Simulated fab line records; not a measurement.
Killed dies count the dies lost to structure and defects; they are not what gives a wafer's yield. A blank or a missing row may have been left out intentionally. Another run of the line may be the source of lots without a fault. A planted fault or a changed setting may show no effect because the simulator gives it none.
fab line records | flow sky130
[record] lots = 6 wafers = 18 last-day = 50
route steps=708 shown RES_XHIGH@335 SD_N@342
lots that met no fault: taken from a fault-free run of the same line
start-h: start of the lot's first displayed wafer, in hours after the record's first day | wait-h: hours since the lot's step before | " repeats the value in the row above | L1.1+2: a row that stands for several wafers | - no value, or no start was given | * or withheld: withheld | < > ~ a bound
route shown NAME@n: NAME is a module with steps in the file, n the number in the route of the first one | usual: mean/standard deviation of fault-free wafers | same: alike in all rows | chamber/n: place in a boat | sites: the reading at each site | _std_site: the values' standard deviation | _edge_site: outer sites' mean less inner sites' | radius-mm: for every site, how far away it sits from the centre of the wafer | mask NAME#n: copy n | behind: tool/chamber where the wafer was last shaped | hold: why the lot was held/for how many hours/how that ended | device: the n, p or np transistor that did not switch | end of line: the route-end tests of the same wafers | step lacking rows: just its recipe | killed: the dies lost at the first sort to structure and to defects; this is not the yield of the wafer | map: shows each die of a wafer: x if killed, . if not, _ if none is there
set.NAME: the setting that was run; set.NAME@STEP: the one run at that earlier step | model.NAME: the simulator's own value behind a step, which no gauge read
certain route steps with their lots: each step a table, each wafer a row
services: when a tool's chamber went out of use (start-h, in hours from the record's first day, below 0 if earlier), for how many hours, and the reason
[[steps]]
[step SKY_RES_XHIGH_SOFTBAKE_03]
[recipe] temp-c = 90 time-s = 60 resist = NOVOLAK
[step SKY_RES_XHIGH_EXPOSE_04]
[recipe] mask-id = URPM na = 0.6 source-shape = conventional sigma-outer = 0.6 polarization = unpolarized target-cd-nm = 1270 dose-mj = 140
[step SKY_RES_XHIGH_PEB_05]
[recipe] temp-c = withheld time-s = * resist = NOVOLAK
[step SKY_RES_XHIGH_DEVELOP_06]
[recipe] resist = NOVOLAK developer = TMAH develop-time-s = 60 dev-temp-c = 23
[step SKY_RES_XHIGH_IMPLANT_07]
[recipe] species = BF2 energy-kev = 20 dose-cm2 = 3.6e+14 tilt-deg = 0
[step SKY_RES_XHIGH_STRIP_08]
[recipe] chemistry = O2/N2 power-w = 1400 pressure-mtorr = 1500 platen-temp-c = withheld o2-flow-sccm = 3000 n2-flow-sccm = 300 overash-fraction = 0.5
[usual] drypump-motor-current-A = 5.97/0.29 oes-product-au = 0.711/0.0044 strip-time-to-endpoint-s = 14.26/0.043
[same] overash-fraction = 0.5
// columns lot.wafer tool chamber start-h wait-h drypump-motor-current-A oes-product-au rf-hours-counter-h strip-time-to-endpoint-s
L280.4 plasma-asher-04 1 676.65 0.1 6.32 0.706 - 14.22
L280.5 " 0 " " 5.35 0.705 - 14.26
L280.6 " 1 " " 6.31 0.710 - 14.25
L288.2 plasma-asher-02 0 728.58 0.1 5.96 0.706 29 14.35
L288.3 " 1 " " 6.01 0.711 - 14.34
L288.4 " 0 " " 5.95 0.715 - 14.36
L289.1 plasma-asher-03 1 740.22 0.1 5.77 0.715 85 14.20
L289.2 " 0 " " 6.31 0.715 85 14.20
L289.6 " 1 " " 5.78 0.706 - 14.23
L293.2 plasma-asher-04 0 771.49 0.1 5.37 0.707 3 14.32
L293.5 " 1 " " 6.31 0.711 - 14.30
L293.6 " 0 " " 5.37 0.711 - 14.33
L295.1 plasma-asher-02 1 781.33 0.1 5.99 0.710 35 14.29
L295.3 " 0 " " 5.95 0.712 - 14.27
L295.5 " 0 " " 5.96 0.711 - 14.29
L296.1 plasma-asher-04 1 796.29 0.1 6.34 0.708 6 14.21
L296.2 " 0 " " 5.40 0.719 6 14.24
L296.3 " 0 " " 5.39 0.714 - 14.19
[step SKY_RES_XHIGH_TW_MEAS_09]
[usual] RES_XHIGH_TW = 1623/9.1
// columns lot.wafer tool chamber start-h wait-h RES_XHIGH_TW
L280.4 film-metro-03 - 676.75 0.1 1620
L280.5 " - " " 1633
L280.6 " - " " 1623
L288.2 film-metro-03 - 728.69 0.1 1628
L288.3 " - " " 1629
L288.4 " - " " 1630
L289.1 film-metro-04 - 740.32 0.1 1616
L289.2 " - " " 1618
L289.6 " - " " 1616
L293.2 film-metro-02 - 771.60 0.1 1620
L293.5 " - " " 1629
L293.6 " - " " 1626
L295.1 film-metro-03 - 781.43 0.1 1637
L295.3 " - " " 1636
L295.5 " - " " 1640
L296.1 film-metro-02 - 796.39 0.1 1626
L296.2 " - " " 1614
L296.3 " - " " 1617
[step SKY_SD_N_DEHYDRATE_00]
[recipe] temp-c = 200 time-s = 60
[step SKY_SD_N_HMDS_01]
[recipe] prime-time-s = 60 prime-temp-c = 120
[step SKY_SD_N_COAT_02]
[recipe] resist = NOVOLAK spin-rpm = 3000 resist-thk-nm = 1140
[step SKY_SD_N_SOFTBAKE_03]
[recipe] temp-c = 90 time-s = 60 resist = NOVOLAK
[step SKY_SD_N_EXPOSE_04]
[recipe] mask-id = NSDM na = 0.6 source-shape = conventional sigma-outer = 0.6 polarization = unpolarized target-cd-nm = 380 dose-mj = 141
[step SKY_SD_N_PEB_05]
[recipe] temp-c = withheld time-s = * resist = NOVOLAK
[usual] chill-plate-temp-C = * exhaust-pa = 44.9/0.97
// columns lot.wafer tool chamber start-h wait-h chill-plate-temp-C exhaust-pa
L280.4 litho-track-04 0 703.41 - * 44.6
L280.5 " 0 " " * 45.8
L280.6 " 0 " " * 44.5
L288.2 litho-track-03 - 755.35 - - -
L288.3 " - " " - -
L288.4 " - " " - -
L289.1 litho-track-04 - 766.84 - - -
L289.2 " - " " - -
L289.6 " - " " - -
L293.2 litho-track-04 0 797.26 - * 43.0
L293.5 " 0 " " * 44.5
L293.6 " 0 " " * 43.4
L295.1 litho-track-03 0 807.88 - * 44.9
L295.3 " 0 " " * 45.1
L295.5 " 0 " " * 45.6
L296.1 litho-track-04 0 822.54 - * 44.2
L296.2 " 0 " " * 44.4
L296.3 " 0 " " * 45.0
[step SKY_SD_N_DEVELOP_06]
[recipe] resist = NOVOLAK developer = TMAH develop-time-s = 60 dev-temp-c = 23
[[services]]
// columns tool chamber start-h hours kind
plasma-asher-04 - 663.99 4.2 repair
plasma-asher-02 - 717.03 2.8 pm
plasma-asher-02 - 721.55 6.8 repair
plasma-asher-04 - 733.75 9.0 pm
plasma-asher-04 0 733.75 9.0 vent-cycle
plasma-asher-04 1 733.75 9.0 vent-cycle
plasma-asher-04 0 742.75 - clean
plasma-asher-04 1 742.75 - clean
plasma-asher-03 - 752.80 4.3 pm
plasma-asher-03 - 782.06 28.1 pm
[[key]]
[first-sign] step = SKY_SD_N_PEB_05 reading = tool-record direction = missing
effect none on later readings
met-at SKY_SD_N_PEB_05
struck-wafers L288.2,L288.3,L288.4,L289.1,L289.2,L289.6
sort-left-out L288.2,L288.3,L288.4,L289.1,L289.2,L289.6
tester-left-out L288,L289
onset-between 703.41 755.35
[fault] kind = skipped-step-whole tool = litho-track-03,litho-track-04 chamber = - onset-h = 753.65 steps = SKY_SD_N_PEB_05 scope = struck-lots-only
// tester-left-out: of these lots the tester's yield and bins aren't shown, on N5 and GAA mostly nor the transistor test; their killed dies are dies lost to structure and defects alone, not to doping, threshold or leakage, so they don't give the yield
// sort-left-out: the simulated sort isn't trusted on such a fault, so these wafers' sort isn't shown, and their yield isn't known
